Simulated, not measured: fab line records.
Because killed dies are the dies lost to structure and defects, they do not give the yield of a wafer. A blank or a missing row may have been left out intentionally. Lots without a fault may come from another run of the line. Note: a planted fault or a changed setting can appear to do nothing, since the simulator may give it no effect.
fab line records	flow sky130
record lots=7	wafers=21	last-day=49
route steps=708 shown LDD_N@239 LDD_P@255 LDD_HVN@267 LDD_HVP@278 PAD_OPEN@708
lots untouched by any fault: they come from a run of this same line in which no faults occurred
start-h: the number of hours between the record's first day and the start of the first shown wafer of the lot	wait-h: hours from the lot's prior step to this one	" repeats the value in the row above	L1.1+2: a row that stands for several wafers	- no value, or no start given	* or withheld: withheld	< > ~ a bound
route shown NAME@n: names a module that has steps shown in the file, with the first one's number in the route	usual: average and standard deviation across the fault-free wafers	same: alike in all rows	chamber/n: place in a boat	sites: each site's reading	_std_site: standard deviation across them	_edge_site: the outer-site mean with the inner-site mean subtracted	radius-mm: for every site, how far away it sits from the centre of the wafer	mask NAME#n: copy n	behind: the last tool/chamber to shape the wafer	hold: the reason the lot was held/the length of the hold in hours/how it ended	device: which transistor (n, p or np) failed to switch	end of line: at the end of the route, the tests of the same wafers	a step without rows: its recipe alone	killed: dies lost to structure and defects at the first sort, not the wafer's yield	map: shows each die of a wafer: x if killed, . if not, _ if none is there
set.NAME: the setting as run; set.NAME@STEP: as run at that earlier step	model.NAME: the simulator's own value behind a step, which no gauge read
lots at some steps of the route; a table a step, a row a wafer
services: when a tool's chamber went out of use (start-h, in hours from the record's first day, below 0 if earlier), for how many hours, and the reason
## steps
# step SKY_LDD_N_COAT_02
# recipe resist=NOVOLAK	spin-rpm=3000	resist-thk-nm=300
# step SKY_LDD_N_SOFTBAKE_03
# recipe temp-c=90	time-s=60	resist=NOVOLAK
# step SKY_LDD_N_EXPOSE_04
# recipe mask-id=NTM	target-cd-nm=840	na=0.6	source-shape=conventional	sigma-outer=0.6	dose-mj=110
# step SKY_LDD_N_PEB_05
# recipe temp-c=withheld	time-s=*	resist=NOVOLAK
# step SKY_LDD_N_DEVELOP_06
# recipe develop-time-s=58.15	dev-temp-c=23
# step SKY_LDD_N_OVL_MEAS_07
# usual LDD_N_OVL=-0.3/1.2
lot.wafer	tool	chamber	start-h	wait-h	LDD_N_OVL[nm]
L131.1	overlay-01	-	411.42	0.1	-1.8
L131.4	"	-	"	"	-0.3
L131.5	"	-	"	"	-0.6
L132.2	overlay-01	-	449.05	0.1	-1.3
L132.4	"	-	"	"	-3.8
L132.5	"	-	"	"	-2.7
L138.2	overlay-02	-	472.17	0.1	0.8
L138.3	"	-	"	"	0.8
L138.4	"	-	"	"	-0.5
L139.1	overlay-01	-	479.14	0.1	-0.2
L139.3	"	-	"	"	-0.8
L139.4	"	-	"	"	0.6
L140.2	overlay-02	-	495.87	0.1	-0.5
L140.3	"	-	"	"	-0.1
L140.6	"	-	"	"	0.6
L149.1	overlay-01	-	561.59	0.1	-2.6
L149.2	"	-	"	"	-1.8
L149.6	"	-	"	"	-0.4
L150.1	overlay-01	-	570.72	0.1	0.7
L150.4	"	-	"	"	-0.6
L150.5	"	-	"	"	-0.3
# step SKY_LDD_N_IMPLANT_08
# recipe species=As	energy-kev=20	dose-cm2=7.5e+13	tilt-deg=withheld	rotation-deg=23
# step SKY_LDD_N_IMPLANT_09
# recipe species=As	energy-kev=20	dose-cm2=7.5e+13	tilt-deg=withheld	rotation-deg=113
# step SKY_LDD_N_IMPLANT_10
# recipe species=As	energy-kev=20	dose-cm2=7.5e+13	tilt-deg=withheld	rotation-deg=203
# step SKY_LDD_N_IMPLANT_11
# recipe species=As	energy-kev=20	dose-cm2=7.5e+13	tilt-deg=withheld	rotation-deg=293
# step SKY_LDD_N_IMPLANT_12
# recipe species=BF2	energy-kev=50	dose-cm2=5e+12	tilt-deg=30	rotation-deg=0
# step SKY_LDD_N_IMPLANT_13
# recipe species=BF2	energy-kev=50	dose-cm2=5e+12	tilt-deg=30	rotation-deg=90
# step SKY_LDD_N_IMPLANT_14
# recipe species=BF2	energy-kev=50	dose-cm2=5e+12	tilt-deg=30	rotation-deg=180
# usual beam-energy-keV=49.998/0.015	beam-on-s=10.03/0.2
# same implant-ion-amu=49
lot.wafer	tool	chamber	start-h	wait-h	beam-energy-keV	beam-on-s
L131.1	implanter-02	0	412.35	0.1	49.994	9.92
L131.4	"	0	"	"	49.986	10.31
L131.5	"	0	"	"	50.011	10.38
L132.2	implanter-04	0	450.00	0.1	50.002	10.04
L132.4	"	0	"	"	49.976	9.89
L132.5	"	0	"	"	49.967	9.91
L138.2	implanter-04	0	473.12	0.1	50.019	9.93
L138.3	"	0	"	"	50.005	9.81
L138.4	"	0	"	"	50.002	10.17
L139.1	implanter-04	0	480.08	0.1	49.997	10.15
L139.3	"	0	"	"	49.988	10.22
L139.4	"	0	"	"	49.999	9.95
L140.2	implanter-04	0	496.82	0.1	49.992	10.13
L140.3	"	0	"	"	50.002	9.82
L140.6	"	0	"	"	49.967	10.17
L149.1	implanter-04	0	562.53	0.1	49.992	10.02
L149.2	"	0	"	"	50.002	9.94
L149.6	"	0	"	"	49.987	10.09
L150.1	implanter-01	0	571.65	0.1	50.011	10.21
L150.4	"	0	"	"	50.005	10.15
L150.5	"	0	"	"	50.006	9.87
# step SKY_LDD_N_IMPLANT_15
# recipe species=BF2	energy-kev=50	dose-cm2=5e+12	tilt-deg=30	rotation-deg=270
# step SKY_LDD_N_STRIP_16
# recipe chemistry=O2/N2	power-w=1400	pressure-mtorr=1500	platen-temp-c=withheld	o2-flow-sccm=3000	n2-flow-sccm=300	overash-fraction=0.5
# usual drypump-motor-current-A=5.67/0.18	oes-product-au=0.406/0.0048	strip-time-to-endpoint-s=4.315/0.015
lot.wafer	tool	chamber	start-h	wait-h	drypump-motor-current-A	oes-product-au	rf-hours-counter-h	strip-time-to-endpoint-s
L131.1	plasma-asher-04	1	412.65	0.1	5.63	0.409	75	4.329
L131.4	"	1	"	"	5.58	0.404	-	4.338
L131.5	"	0	"	"	5.73	0.399	-	4.326
L132.2	plasma-asher-03	1	450.28	0.1	5.43	0.411	34	4.301
L132.4	"	0	"	"	5.80	0.407	-	4.295
L132.5	"	0	"	"	5.78	0.405	-	4.289
L138.2	plasma-asher-03	1	473.40	0.1	5.42	0.403	37	4.310
L138.3	"	0	"	"	5.80	0.404	-	4.313
L138.4	"	1	"	"	5.43	0.406	-	4.336
L139.1	plasma-asher-04	1	480.38	0.1	5.60	0.403	82	4.343
L139.3	"	0	"	"	5.73	0.409	-	4.326
L139.4	"	1	"	"	5.58	0.404	-	4.305
L140.2	plasma-asher-02	1	497.10	0.1	6.12	0.407	7	4.329
L140.3	"	0	"	"	5.67	0.406	-	4.326
L140.6	"	1	"	"	6.14	0.406	-	4.314
L149.1	plasma-asher-03	1	562.83	0.1	5.42	0.407	46	4.324
L149.2	"	0	"	"	5.79	0.403	46	4.317
L149.6	"	1	"	"	5.42	0.413	-	4.317
L150.1	plasma-asher-03	0	571.95	0.1	5.79	0.406	46	4.314
L150.4	"	1	"	"	5.40	0.408	-	4.292
L150.5	"	0	"	"	5.81	0.402	-	4.305
# step SKY_LDD_N_TW_MEAS_17
# usual LDD_N_TW=2601/18
lot.wafer	tool	chamber	start-h	wait-h	LDD_N_TW
L131.1	film-metro-01	-	412.75	0.1	2587
L131.4	"	-	"	"	2570
L131.5	"	-	"	"	2583
L132.2	film-metro-02	-	450.39	0.1	2612
L132.4	"	-	"	"	2604
L132.5	"	-	"	"	2606
L138.2	film-metro-04	-	473.51	0.1	2616
L138.3	"	-	"	"	2608
L138.4	"	-	"	"	2606
L139.1	film-metro-04	-	480.48	0.1	2614
L139.3	"	-	"	"	2616
L139.4	"	-	"	"	2610
L140.2	film-metro-01	-	497.21	0.1	2594
L140.3	"	-	"	"	2598
L140.6	"	-	"	"	2597
L149.1	film-metro-01	-	562.93	0.1	2584
L149.2	"	-	"	"	2569
L149.6	"	-	"	"	2579
L150.1	film-metro-04	-	572.05	0.1	2631
L150.4	"	-	"	"	2621
L150.5	"	-	"	"	2628
# step SKY_LDD_P_DEHYDRATE_00
# recipe temp-c=200	time-s=60
# step SKY_LDD_P_HMDS_01
# recipe prime-time-s=60	prime-temp-c=120
# step SKY_LDD_P_COAT_02
# recipe resist=NOVOLAK	spin-rpm=3000	resist-thk-nm=1140
# step SKY_LDD_P_SOFTBAKE_03
# recipe temp-c=90	time-s=60	resist=NOVOLAK
# step SKY_LDD_P_EXPOSE_04
# recipe mask-id=PSDM	na=0.6	source-shape=conventional	sigma-outer=0.6	polarization=unpolarized	target-cd-nm=380	dose-mj=138
# step SKY_LDD_P_PEB_05
# recipe temp-c=withheld	time-s=*	resist=NOVOLAK
# step SKY_LDD_P_DEVELOP_06
# recipe resist=NOVOLAK	developer=TMAH	develop-time-s=60	dev-temp-c=23
# step SKY_LDD_P_CD_MEAS_07
# recipe target-cd-nm=380
# usual cd-nm=380/3.1
lot.wafer	tool	chamber	start-h	wait-h	cd-nm
L131.1	cd-sem-02	-	442.71	0.1	380
L131.4	"	-	"	"	382
L131.5	"	-	"	"	380
L132.2	cd-sem-01	-	479.37	0.1	390
L132.4	"	-	"	"	387
L132.5	"	-	"	"	388
L138.2	cd-sem-02	-	504.18	0.1	380
L138.3	"	-	"	"	381
L138.4	"	-	"	"	379
L139.1	cd-sem-01	-	511.39	0.1	376
L139.3	"	-	"	"	376
L139.4	"	-	"	"	377
L140.2	cd-sem-02	-	527.43	0.1	378
L140.3	"	-	"	"	378
L140.6	"	-	"	"	377
L149.1	cd-sem-02	-	591.86	0.1	380
L149.2	"	-	"	"	382
L149.6	"	-	"	"	381
L150.1	cd-sem-02	-	601.16	0.1	378
L150.4	"	-	"	"	381
L150.5	"	-	"	"	382
# step SKY_LDD_P_OVL_MEAS_08
# usual LDD_P_OVL=0.3/1.6
lot.wafer	tool	chamber	start-h	wait-h	LDD_P_OVL[nm]
L131.1	overlay-02	-	442.83	0.1	-0.3
L131.4	"	-	"	"	1.9
L131.5	"	-	"	"	-0.2
L132.2	overlay-02	-	479.48	0.1	3.1
L132.4	"	-	"	"	3.6
L132.5	"	-	"	"	3.2
L138.2	overlay-02	-	504.29	0.1	-0.2
L138.3	"	-	"	"	0.5
L138.4	"	-	"	"	-1.2
L139.1	overlay-02	-	511.51	0.1	0.0
L139.3	"	-	"	"	-0.8
L139.4	"	-	"	"	0.9
L140.2	overlay-02	-	527.54	0.1	2.9
L140.3	"	-	"	"	2.6
L140.6	"	-	"	"	2.8
L149.1	overlay-02	-	591.98	0.1	0.5
L149.2	"	-	"	"	2.6
L149.6	"	-	"	"	1.0
L150.1	overlay-01	-	601.28	0.1	-0.4
L150.4	"	-	"	"	-1.4
L150.5	"	-	"	"	-0.6
# step SKY_LDD_P_IMPLANT_09
# recipe species=BF2	energy-kev=25	dose-cm2=1e+13	tilt-deg=withheld
# step SKY_LDD_P_STRIP_10
# recipe chemistry=O2/N2	power-w=1400	pressure-mtorr=1500	platen-temp-c=withheld	o2-flow-sccm=3000	n2-flow-sccm=300	overash-fraction=0.5
# usual drypump-motor-current-A=5.6/0.35	oes-product-au=0.716/0.0046	strip-time-to-endpoint-s=14.17/0.046
lot.wafer	tool	chamber	start-h	wait-h	drypump-motor-current-A	oes-product-au	rf-hours-counter-h	strip-time-to-endpoint-s
L131.1	plasma-asher-03	1	443.02	0.1	5.4	0.716	33	14.17
L131.4	"	0	"	"	5.8	0.712	-	14.18
L131.5	"	1	"	"	5.4	0.716	-	14.15
L132.2	plasma-asher-01	0	479.66	0.1	5.1	0.714	63	14.08
L132.4	"	0	"	"	5.1	0.712	-	14.11
L132.5	"	0	"	"	5.1	0.719	-	14.14
L138.2	plasma-asher-03	0	504.47	0.1	5.8	0.719	40	14.13
L138.3	"	0	"	"	5.8	0.712	-	14.16
L138.4	"	1	"	"	5.4	0.708	-	14.18
L139.1	plasma-asher-03	1	511.70	0.1	5.4	0.707	40	14.15
L139.3	"	1	"	"	5.4	0.714	-	14.14
L139.4	"	0	"	"	5.8	0.716	-	14.14
L140.2	plasma-asher-03	1	527.72	0.1	5.4	0.725	42	14.22
L140.3	"	1	"	"	5.4	0.721	-	14.20
L140.6	"	1	"	"	5.4	0.714	-	14.27
L149.1	plasma-asher-03	1	592.17	0.1	5.4	0.717	49	14.14
L149.2	"	0	"	"	5.8	0.720	49	14.13
L149.6	"	0	"	"	5.8	0.716	-	14.13
L150.1	plasma-asher-03	1	601.47	0.1	5.4	0.710	49	14.13
L150.4	"	1	"	"	5.4	0.715	-	14.12
L150.5	"	0	"	"	5.8	0.718	-	14.06
# step SKY_LDD_P_TW_MEAS_11
# usual LDD_P_TW=637/5.1
lot.wafer	tool	chamber	start-h	wait-h	LDD_P_TW
L131.1	film-metro-01	-	443.12	0.1	634
L131.4	"	-	"	"	634
L131.5	"	-	"	"	631
L132.2	film-metro-03	-	479.77	0.1	635
L132.4	"	-	"	"	634
L132.5	"	-	"	"	639
L138.2	film-metro-03	-	504.58	0.1	632
L138.3	"	-	"	"	631
L138.4	"	-	"	"	634
L139.1	film-metro-04	-	511.80	0.1	644
L139.3	"	-	"	"	645
L139.4	"	-	"	"	645
L140.2	film-metro-04	-	527.83	0.1	644
L140.3	"	-	"	"	643
L140.6	"	-	"	"	644
L149.1	film-metro-04	-	592.27	0.1	642
L149.2	"	-	"	"	642
L149.6	"	-	"	"	644
L150.1	film-metro-03	-	601.57	0.1	635
L150.4	"	-	"	"	635
L150.5	"	-	"	"	632
# step SKY_LDD_HVN_DEHYDRATE_00
# recipe temp-c=200	time-s=60
# step SKY_LDD_HVN_HMDS_01
# recipe prime-time-s=60	prime-temp-c=120
# step SKY_LDD_HVN_COAT_02
# recipe resist=NOVOLAK	spin-rpm=3000	resist-thk-nm=300
# step SKY_LDD_HVN_SOFTBAKE_03
# recipe temp-c=90	time-s=60	resist=NOVOLAK
# step SKY_LDD_HVN_EXPOSE_04
# recipe mask-id=HVNTM	na=0.6	source-shape=conventional	sigma-outer=0.6	polarization=unpolarized	target-cd-nm=700	dose-mj=127
# step SKY_LDD_HVN_PEB_05
# recipe temp-c=withheld	time-s=*	resist=NOVOLAK
# step SKY_LDD_HVN_DEVELOP_06
# recipe resist=NOVOLAK	developer=TMAH	develop-time-s=60	dev-temp-c=23
# step SKY_LDD_HVN_OVL_MEAS_07
# usual LDD_HVN_OVL=0.2/1.3
lot.wafer	tool	chamber	start-h	wait-h	LDD_HVN_OVL[nm]
L131.1	overlay-02	-	472.45	0.1	0.7
L131.4	"	-	"	"	1.0
L131.5	"	-	"	"	0.3
L132.2	overlay-01	-	510.31	0.1	-1.9
L132.4	"	-	"	"	-1.5
L132.5	"	-	"	"	-0.6
L138.2	overlay-02	-	535.06	0.1	3.6
L138.3	"	-	"	"	3.7
L138.4	"	-	"	"	2.9
L139.1	overlay-01	-	542.32	0.1	0.7
L139.3	"	-	"	"	0.2
L139.4	"	-	"	"	0.3
L140.2	overlay-01	-	558.06	0.1	1.2
L140.3	"	-	"	"	1.8
L140.6	"	-	"	"	0.5
L149.1	overlay-01	-	621.65	0.1	-0.5
L149.2	"	-	"	"	-0.5
L149.6	"	-	"	"	1.6
L150.1	overlay-02	-	630.41	0.1	1.4
L150.4	"	-	"	"	0.0
L150.5	"	-	"	"	1.3
# step SKY_LDD_HVN_IMPLANT_08
# recipe species=P	energy-kev=60.43	dose-cm2=3e+13	tilt-deg=40
# step SKY_LDD_HVN_STRIP_09
# recipe chemistry=O2/N2	power-w=1400	pressure-mtorr=1500	platen-temp-c=withheld	o2-flow-sccm=3000	n2-flow-sccm=300	overash-fraction=0.5
# usual drypump-motor-current-A=5.44/0.28	oes-product-au=0.407/0.0043	strip-time-to-endpoint-s=4.130/0.013
lot.wafer	tool	chamber	start-h	wait-h	drypump-motor-current-A	oes-product-au	rf-hours-counter-h	strip-time-to-endpoint-s
L131.1	plasma-asher-01	0	472.64	0.1	5.07	0.414	63	4.127
L131.4	"	1	"	"	5.16	0.403	-	4.127
L131.5	"	1	"	"	5.17	0.412	-	4.122
L132.2	plasma-asher-03	0	510.49	0.1	5.81	0.412	40	4.125
L132.4	"	0	"	"	5.80	0.400	-	4.129
L132.5	"	0	"	"	5.78	0.404	-	4.128
L138.2	plasma-asher-04	1	535.24	0.1	5.60	0.409	87	4.137
L138.3	"	0	"	"	5.74	0.411	-	4.118
L138.4	"	1	"	"	5.59	0.405	-	4.149
L139.1	plasma-asher-03	0	542.50	0.1	5.78	0.394	43	4.108
L139.3	"	1	"	"	5.43	0.405	-	4.139
L139.4	"	0	"	"	5.74	0.408	-	4.121
L140.2	plasma-asher-04	0	558.24	0.1	5.71	0.402	90	4.120
L140.3	"	1	"	"	5.63	0.414	-	4.109
L140.6	"	1	"	"	5.60	0.405	-	4.121
L149.1	plasma-asher-03	1	621.84	0.1	5.42	0.410	52	4.147
L149.2	"	0	"	"	5.76	0.408	52	4.141
L149.6	"	0	"	"	5.77	0.407	-	4.144
L150.1	plasma-asher-01	0	630.60	0.1	5.09	0.410	78	4.112
L150.4	"	1	"	"	5.16	0.403	-	4.108
L150.5	"	1	"	"	5.15	0.410	-	4.127
# step SKY_LDD_HVN_TW_MEAS_10
# usual LDD_HVN_TW=1444/11
lot.wafer	tool	chamber	start-h	wait-h	LDD_HVN_TW
L131.1	film-metro-01	-	472.74	0.1	1434
L131.4	"	-	"	"	1439
L131.5	"	-	"	"	1432
L132.2	film-metro-02	-	510.60	0.1	1463
L132.4	"	-	"	"	1462
L132.5	"	-	"	"	1453
L138.2	film-metro-01	-	535.35	0.1	1430
L138.3	"	-	"	"	1437
L138.4	"	-	"	"	1434
L139.1	film-metro-01	-	542.60	0.1	1438
L139.3	"	-	"	"	1437
L139.4	"	-	"	"	1437
L140.2	film-metro-02	-	558.35	0.1	1458
L140.3	"	-	"	"	1462
L140.6	"	-	"	"	1460
L149.1	film-metro-03	-	621.94	0.1	1437
L149.2	"	-	"	"	1445
L149.6	"	-	"	"	1435
L150.1	film-metro-01	-	630.70	0.1	1449
L150.4	"	-	"	"	1440
L150.5	"	-	"	"	1442
# step SKY_LDD_HVP_DEHYDRATE_00
# recipe temp-c=200	time-s=60
# step SKY_LDD_HVP_HMDS_01
# recipe prime-time-s=60	prime-temp-c=120
# step SKY_LDD_HVP_COAT_02
# recipe resist=NOVOLAK	spin-rpm=3000	resist-thk-nm=300
# step SKY_PAD_OPEN_PROBE_99
# usual killed_at_M0_to_M3=43/7.7	killed_at_M4_up=3.0/1.7	killed-at-contacts=24/5.2	killed-at-front-end=15/4.5	killed-at-other=0.3/0.5	killed-dies=85/9.5	killed-on-rim=17/4	killed-open=47/6.6	killed-short=38/6.6
# same gross-dies=492	killed-at-back-side=0
lot.wafer	tool	chamber	start-h	wait-h	killed_at_M0_to_M3	killed_at_M4_up	killed-at-contacts	killed-at-front-end	killed-at-other	killed-dies	killed-on-rim	killed-open	killed-short	model.etest.nfet_01v8.drive-ua-um-range	model.etest.nfet_01v8_swapped.vt-sat-v	model.etest.nfet_01v8.vt-v-range
L131.1	prober-02	-	1080.76	0.1	39	0	27	19	0	85	13	53	32	10.22	0.6292	0.008832
L131.4	prober-02	-	1080.91	0.2	26	5	29	17	0	77	9	38	39	10.52	0.6293	0.009669
L131.5	prober-02	-	1080.96	0.2	38	4	21	14	0	77	11	41	36	8.577	0.6325	0.006721
L132.2	prober-01	-	1102.26	0.1	43	2	21	14	1	81	19	43	38	7.38	0.6491	0.006637
L132.4	prober-01	-	1102.36	0.2	43	2	26	12	0	83	12	49	34	8.502	0.6469	0.01332
L132.5	prober-01	-	1102.41	0.2	42	1	23	8	0	74	16	41	33	8.578	0.6384	0.007287
L138.2	prober-01	-	1122.58	0.1	52	1	25	10	1	89	15	46	43	15.49	0.6175	0.01596
L138.3	prober-01	-	1122.63	0.2	54	0	30	8	1	93	21	46	47	15.47	0.6195	0.02223
L138.4	prober-01	-	1122.68	0.2	44	1	26	8	1	80	12	48	32	19.03	0.6194	0.01663
L139.1	prober-02	-	1128.25	0.1	49	3	24	14	1	91	13	58	33	11.42	0.6284	0.02383
L139.3	prober-02	-	1128.35	0.2	40	4	20	16	0	80	19	45	35	15.38	0.6231	0.01749
L139.4	prober-02	-	1128.40	0.2	43	5	18	17	0	83	21	50	33	18.66	0.6287	0.01869
L140.2	prober-01	-	1135.19	0.1	34	4	23	14	0	75	14	42	33	12.76	0.6268	0.01849
L140.3	prober-01	-	1135.24	0.2	33	4	28	23	0	88	22	58	30	16.38	0.623	0.01369
L140.6	prober-01	-	1135.39	0.3	41	4	23	14	0	82	20	44	38	12.91	0.6238	0.02155
L149.1	prober-01	-	1176.29	0.1	64	4	24	14	0	106	22	59	47	8.227	0.6426	0.008039
L149.2	prober-01	-	1176.34	0.1	41	5	35	16	0	97	21	50	47	11.69	0.6398	0.009028
L149.6	prober-01	-	1176.54	0.2	42	1	7	20	0	70	12	37	33	13.12	0.6424	0.007508
L150.1	prober-01	-	1182.93	0.1	43	2	26	16	1	88	11	48	40	10.85	0.6483	0.01106
L150.4	prober-01	-	1183.08	0.2	47	1	28	22	0	98	23	42	56	9.575	0.648	0.00679
L150.5	prober-01	-	1183.13	0.2	50	5	20	11	0	86	17	41	45	10.43	0.6443	0.008754
# killed by level:class
L131.1 VIA1:geometric-particle:open=8 CONTACT:geometric-particle:open=8 VIA3:geometric-particle:open=8 FIELD_ISO:geometric-particle:open=7 VIA2:geometric-particle:open=7 METAL2:geometric-particle:short=7 LI_CONTACT:geometric-particle:open=6 LOCAL_INTERCONNECT:geometric-particle:short=4
L131.4 LI_CONTACT:geometric-particle:open=9 POLY_GATE:geometric-particle:short=8 CONTACT:geometric-particle:open=8 METAL1:geometric-particle:short=6 VIA3:geometric-particle:open=5 LI_CONTACT:geometric-particle:short=5 POLY_GATE:geometric-particle:open=4 CONTACT:geometric-particle:short=4
L131.5 CONTACT:geometric-particle:open=9 VIA2:geometric-particle:open=9 VIA3:geometric-particle:open=6 METAL1:geometric-particle:short=5 LI_CONTACT:geometric-particle:open=4 CONTACT:geometric-particle:short=4 VIA1:geometric-particle:open=4 METAL2:geometric-particle:short=4
L132.2 CONTACT:geometric-particle:open=8 VIA2:geometric-particle:open=7 METAL2:geometric-particle:short=6 METAL3:geometric-particle:short=6 VIA1:geometric-particle:open=6 FIELD_ISO:geometric-particle:open=5 METAL1:geometric-particle:short=5 VIA3:geometric-particle:open=5
L132.4 CONTACT:geometric-particle:open=9 LI_CONTACT:geometric-particle:open=8 VIA1:geometric-particle:open=8 METAL2:geometric-particle:short=7 VIA2:geometric-particle:open=7 VIA3:geometric-particle:open=7 FIELD_ISO:geometric-particle:short=4 FIELD_ISO:geometric-particle:open=3
L132.5 CONTACT:geometric-particle:open=9 VIA1:geometric-particle:open=7 METAL1:geometric-particle:short=7 LOCAL_INTERCONNECT:geometric-particle:short=6 METAL2:geometric-particle:short=6 VIA2:geometric-particle:open=6 VIA1:geometric-particle:short=5 LI_CONTACT:geometric-particle:open=4
L138.2 VIA1:geometric-particle:open=13 VIA1:geometric-particle:short=11 METAL2:geometric-particle:short=9 LI_CONTACT:geometric-particle:open=8 CONTACT:geometric-particle:open=5 CONTACT:geometric-particle:short=5 METAL1:geometric-particle:short=5 VIA3:geometric-particle:open=5
L138.3 VIA1:geometric-particle:open=13 CONTACT:geometric-particle:open=10 METAL2:geometric-particle:short=8 LI_CONTACT:geometric-particle:open=6 CONTACT:geometric-particle:short=6 METAL1:geometric-particle:short=6 VIA2:geometric-particle:open=6 FIELD_ISO:geometric-particle:open=5
L138.4 VIA1:geometric-particle:open=12 LI_CONTACT:geometric-particle:open=9 METAL2:geometric-particle:short=8 CONTACT:geometric-particle:open=7 METAL1:geometric-particle:short=5 LI_CONTACT:geometric-particle:short=4 METAL1:geometric-particle:open=4 VIA2:geometric-particle:open=4
L139.1 CONTACT:geometric-particle:open=11 VIA3:geometric-particle:open=11 VIA1:geometric-particle:open=10 VIA2:geometric-particle:open=8 LI_CONTACT:geometric-particle:open=7 FIELD_ISO:geometric-particle:short=5 VIA1:geometric-particle:short=5 METAL1:geometric-particle:short=4
L139.3 VIA1:geometric-particle:open=9 POLY_GATE:geometric-particle:open=6 LI_CONTACT:geometric-particle:open=6 CONTACT:geometric-particle:open=6 VIA2:geometric-particle:open=5 VIA3:geometric-particle:short=5 METAL1:geometric-particle:short=4 METAL2:geometric-particle:short=4
L139.4 VIA1:geometric-particle:open=13 VIA2:geometric-particle:open=10 CONTACT:geometric-particle:open=7 POLY_GATE:geometric-particle:short=5 METAL1:geometric-particle:short=5 VIA3:geometric-particle:open=5 FIELD_ISO:geometric-particle:short=4 METAL2:geometric-particle:short=4
L140.2 LI_CONTACT:geometric-particle:open=8 CONTACT:geometric-particle:open=6 CONTACT:geometric-particle:short=6 VIA2:geometric-particle:short=6 VIA3:geometric-particle:open=6 POLY_GATE:geometric-particle:open=5 VIA1:geometric-particle:open=5 VIA2:geometric-particle:open=4
L140.3 LI_CONTACT:geometric-particle:open=14 VIA1:geometric-particle:open=10 CONTACT:geometric-particle:open=9 FIELD_ISO:geometric-particle:open=7 VIA2:geometric-particle:open=7 POLY_GATE:geometric-particle:short=6 POLY_GATE:geometric-particle:open=5 FIELD_ISO:geometric-particle:short=4
L140.6 VIA1:geometric-particle:open=14 METAL2:geometric-particle:short=8 LI_CONTACT:geometric-particle:short=5 LI_CONTACT:geometric-particle:open=5 CONTACT:geometric-particle:open=5 VIA3:geometric-particle:open=5 POLY_GATE:geometric-particle:open=4 CONTACT:geometric-particle:short=4
L149.1 VIA1:geometric-particle:open=18 VIA3:geometric-particle:open=10 VIA2:geometric-particle:open=9 METAL1:geometric-particle:short=8 CONTACT:geometric-particle:open=6 CONTACT:geometric-particle:short=6 VIA1:geometric-particle:short=6 LI_CONTACT:geometric-particle:open=5
L149.2 CONTACT:geometric-particle:open=13 METAL1:geometric-particle:short=8 CONTACT:geometric-particle:short=8 METAL2:geometric-particle:short=7 VIA1:geometric-particle:open=7 POLY_GATE:geometric-particle:open=6 VIA2:geometric-particle:open=6 POLY_GATE:geometric-particle:short=5
L149.6 VIA1:geometric-particle:open=15 FIELD_ISO:geometric-particle:short=8 FIELD_ISO:geometric-particle:open=7 METAL2:geometric-particle:short=6 VIA2:geometric-particle:open=6 VIA1:geometric-particle:short=3 METAL1:geometric-particle:short=3 VIA2:geometric-particle:short=3
L150.1 VIA3:geometric-particle:open=11 LI_CONTACT:geometric-particle:open=7 FIELD_ISO:geometric-particle:open=6 LOCAL_INTERCONNECT:geometric-particle:short=5 METAL1:geometric-particle:short=5 VIA1:geometric-particle:short=5 VIA2:geometric-particle:open=5 POLY_GATE:geometric-particle:open=4
L150.4 VIA1:geometric-particle:open=16 CONTACT:geometric-particle:open=9 METAL2:geometric-particle:short=9 METAL1:geometric-particle:short=8 FIELD_ISO:geometric-particle:short=7 LI_CONTACT:geometric-particle:short=6 LOCAL_INTERCONNECT:geometric-particle:short=6 FIELD_ISO:geometric-particle:open=5
L150.5 METAL2:geometric-particle:short=10 VIA2:geometric-particle:open=9 VIA1:geometric-particle:open=8 CONTACT:geometric-particle:open=7 LOCAL_INTERCONNECT:geometric-particle:short=6 VIA3:geometric-particle:open=5 POLY_GATE:geometric-particle:short=4 CONTACT:geometric-particle:short=4
## services
tool	chamber	start-h	hours	kind
implanter-01	-	388.43	176.5	pm
plasma-asher-03	-	411.14	1.2	repair
plasma-asher-02	-	412.60	1.0	repair
implanter-02	-	413.95	32.6	pm
plasma-asher-04	-	416.76	3.5	repair
plasma-asher-02	-	421.30	9.0	pm
plasma-asher-02	0	421.30	9.0	vent-cycle
plasma-asher-02	1	421.30	9.0	vent-cycle
plasma-asher-02	0	430.30	-	clean
plasma-asher-02	1	430.30	-	clean
implanter-02	-	446.59	4.9	pm
plasma-asher-01	-	474.35	0.6	repair
implanter-04	-	489.86	1.7	repair
plasma-asher-02	-	563.22	1.4	repair
implanter-04	-	566.57	4.7	pm
implanter-04	-	602.34	1.5	pm
implanter-02	-	603.24	2.3	repair
plasma-asher-04	-	606.65	2.8	pm
plasma-asher-03	-	622.71	0.4	repair
implanter-04	-	627.17	5.0	repair
implanter-01	-	628.32	2.3	repair
## key
first-sign none at tools or gauges
model-effect step=SKY_PAD_OPEN_PROBE_99	value=etest.nfet_01v8.drive-ua-um-range	without=9.539	struck=15.28
met-at SKY_LDD_N_IMPLANT_14
struck-wafers L138.2,L138.3,L138.4,L139.1,L139.3,L139.4,L140.2,L140.3,L140.6
tester-left-out L138,L139,L140
onset-between 450.00 473.12
fault kind=process-parameter-drift	tool=implanter-04	chamber=-	onset-h=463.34	steps=SKY_LDD_N_IMPLANT_14	channel=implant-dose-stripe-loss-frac	offset=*	shape=step	end-h=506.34
# tester-left-out: of these lots the tester's yield and bins aren't shown, on N5 and GAA mostly nor the transistor test; their killed dies are dies lost to structure and defects alone, not to doping, threshold or leakage, so they don't give the yield
